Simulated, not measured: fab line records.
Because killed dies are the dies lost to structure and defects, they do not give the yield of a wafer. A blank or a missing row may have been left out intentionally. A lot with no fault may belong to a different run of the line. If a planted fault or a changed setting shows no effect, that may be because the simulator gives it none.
Matching of chambers / flow sky130 / 4 sister chambers for SKY_CONTACT_CMP_27 on cmp-02
The step polishes, stops on SiO2, t overpolish 15 s, target thk 0 nm. 4 wafers are shown with their chamber, then 6 later ones without.

## EACH WAFER AND ITS CHAMBER
wafer=L108.3; chamber=0; motor-current-A (A)=11.5
wafer=L112.3; chamber=3; motor-current-A (A)=11.6
wafer=L115.2; chamber=2; motor-current-A (A)=13.3
wafer=L115.3; chamber=1; motor-current-A (A)=11.5

## WAFERS WHOSE CHAMBER IS MISSING
wafer=L115.4; motor-current-A (A)=12.2
wafer=L117.1; motor-current-A (A)=12.2
wafer=L117.2; motor-current-A (A)=10.9
wafer=L117.4; motor-current-A (A)=11.1
wafer=L129.3; motor-current-A (A)=11.9
wafer=L129.6; motor-current-A (A)=10.6

## WHICH CHAMBER EACH WENT THROUGH
wafer=L115.4; from the rows above=can't be placed: 3 or 0 or 1 or 2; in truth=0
wafer=L117.1; from the rows above=can't be placed: 3 or 0 or 1 or 2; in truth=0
wafer=L117.2; from the rows above=can't be placed: 0 or 1 or 3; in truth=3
wafer=L117.4; from the rows above=can't be placed: 0 or 1 or 3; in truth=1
wafer=L129.3; from the rows above=can't be placed: 3 or 0 or 1 or 2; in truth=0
wafer=L129.6; from the rows above=can't be placed: 0 or 1 or 3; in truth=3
Placed correctly: 0 of 6. These rows do not allow placing 6 (true chamber among the candidates in 6). Wrongly placed: 0.
How it was worked out, from the rows above alone: a wafer's distance from a chamber is the root of the sum, over the readings, of the square of ((its reading less the chamber's mean) divided by the reading's scatter). The wafer belongs to the nearest chamber; if the next one is less than 2 further off, it can't be placed. The mean given for a chamber averages the wafers shown for that chamber. The scatter (one wafer shown for each chamber): square how far every hidden wafer sits from the nearest shown wafer, average those squares and take the square root.
